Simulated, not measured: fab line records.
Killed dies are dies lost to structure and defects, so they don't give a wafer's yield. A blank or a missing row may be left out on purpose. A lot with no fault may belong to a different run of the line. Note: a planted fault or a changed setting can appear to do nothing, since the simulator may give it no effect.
A lot that was struck, set against a sound lot + flow sky130 + 15 out of 708 route steps
Sound: wafers L441.1, L441.4, L441.6. Wafers struck: L444.2, L444.3, L444.6. At the end, the cause is stated.
Order at every step that has rows: each side's tool, ch and its chambers, its first start. Under that, the readings that differ: sound wafers + struck wafers + difference of the means + sigmas: that difference in standard deviations of wafers without a fault.
alike: readings whose means differ by less than 2 such deviations, and words and numbers that are the same on both sides. not compared: withheld readings, readings that some wafer has no value for, bounds like >300 that may hide the same value, and numbers for which the record gives no deviation and whose values overlap.
The two part at a step that has a row with sigmas, a row that says differs or no value, or rows on one side only. Non-overlapping numbers with no deviation appear without sigmas and do not part them. Lack of a reading on every wafer of one side parts them only where that side has two or more wafers.

SKY_CAP2M_SPUTTER_02: material TiN, target thk 200 nm, time 166.7 s.
  sound on pvd sputter-04, day 41 01:01; struck on pvd sputter-03, day 42 07:13
  alike: throttle valve pct
SKY_CAP2M_RS_MEAS_03: uses a four-point probe to measure.
  sound on film metro-02, day 41 01:08; struck on film metro-01, day 42 07:21
  alike: CAP2M_TIN_RS
SKY_CAP2M_THK_MEAS_04: measures by xrf.
  sound on film metro-02, day 41 01:15; struck on film metro-01, day 42 07:28
  alike: CAP2M_TIN_THK
then, 7 steps without rows for these wafers: SKY_CAP2M_DEHYDRATE_05 (time 60 s); SKY_CAP2M_HMDS_06 (prime time 60 s); SKY_CAP2M_COAT_07 (resist thk 1140 nm); SKY_CAP2M_SOFTBAKE_08 (time 60 s); SKY_CAP2M_EXPOSE_09 (exposes mask CAP2M, target cd 1000 nm); SKY_CAP2M_PEB_10; SKY_CAP2M_DEVELOP_11 (develop time 60 s).
SKY_CAP2M_OVL_MEAS_12:
  sound on overlay-02, day 42 01:05; struck on overlay-01, day 43 06:37
  alike: CAP2M_OVL
SKY_CAP2M_METAL_ETCH_13: etches TiN in Cl2/BCl3, stops on SiO2, target depth 220 nm, time 62.9 s.
  sound on rie metal-04 ch 0,1, day 42 01:07; struck on rie metal-01 ch 0,1, day 43 06:39
| reading                     | sound       | struck      | difference | sigmas |
|-----------------------------|-------------|-------------|------------|--------|
| drypump motor current A (A) | 6.3 6.3 5.7 | 5.0 5.0 5.6 | -0.9       | -2     |
  alike: oes product au, throttle valve pct
  not compared: rf hours counter h
SKY_CAP2M_STRIP_14: strips in O2/N2.
  sound on plasma asher-02 ch 0,1, day 42 01:11; struck on plasma asher-04 ch 1, day 43 06:44
  no value came back on the struck wafers for chamber pressure mTorr (mTorr), drypump motor current A (A), oes product au (a.u.), strip time to endpoint s (s); on the sound wafers chamber pressure mTorr (mTorr) reads 1500.1 1498.2 1503.2
| reading                                    | sound | struck            | difference | sigmas |
|--------------------------------------------|-------|-------------------|------------|--------|
| model.NOVOLAK_of_CAP2M_COAT_07.thk nm (nm) | 0 0 0 | 990.3 992.5 983.5 | +988.8     |        |
  not compared: rf hours counter h
then, 1 step without rows for these wafers: SKY_CAP2M_STRIP_15 (strips in post etch residue remover, time 1200 s).
-- the record jumps here: 5 days lie between the struck wafers' starts before and after (it left off in module CAP2M and takes up again in module PAD_OPEN, whose first step shown is number 708 of the route) --
SKY_PAD_OPEN_PROBE_99:
  sound on prober-02, day 46 22:25; struck on prober-02, day 47 21:24
| reading                  | sound          | struck                                                               | difference                   | sigmas      |
|--------------------------|----------------|----------------------------------------------------------------------|------------------------------|-------------|
| hold                     | - - -          | await dispo/3.4h/scrap await dispo/3.4h/scrap await dispo/3.4h/scrap | no value on the sound wafers |             |
| defect limited yield (%) | 83.3 83.7 82.5 | 0.2 0.6 0                                                            | -82.9                        | -46         |
| killed_at_M0_to_M3       | 33 42 45       | 9 7 4                                                                | -33                          | -5          |
| killed at contacts       | 25 18 23       | 7 3 5                                                                | -17                          | -3          |
| killed at front end      | 21 18 14       | 3 0 7                                                                | -14                          | -3          |
| killed at other          | 0 0 1          | 472 478 476                                                          | +475                         | +99 or more |
| killed dies              | 82 80 86       | 491 489 492                                                          | +408                         | +47         |
| killed on rim            | 15 11 11       | 96 96 96                                                             | +84                          | +23         |
| killed open              | 48 43 41       | 14 4 8                                                               | -35                          | -5          |
| killed short             | 34 35 45       | 5 7 8                                                                | -31                          | -5          |
| sort_bin_3_pad_short (%) | 1.0 0.6 0.6    | 20.9 27.8 23.4                                                       | +23.3                        | +57         |
| sort_bin_5_function (%)  | 10.8 9.6 9.1   | 74.0 67.5 73.8                                                       | +61.9                        | +41         |
| sort_bin_6_memory (%)    | 4.9 6.1 7.7    | 4.9 4.1 2.8                                                          | -2.3                         | -2          |
| sort n pass              | 410 412 406    | 1 3 0                                                                | -408                         | -47         |
| sort yield pct (%)       | 83.3 83.7 82.5 | 0.2 0.6 0                                                            | -82.9                        | -46         |
  alike: killed_at_M4_up

## WHERE THEY PART
Earliest at SKY_CAP2M_METAL_ETCH_13; latest, in this record, at SKY_PAD_OPEN_PROBE_99.

WHY: what the simulator had put in
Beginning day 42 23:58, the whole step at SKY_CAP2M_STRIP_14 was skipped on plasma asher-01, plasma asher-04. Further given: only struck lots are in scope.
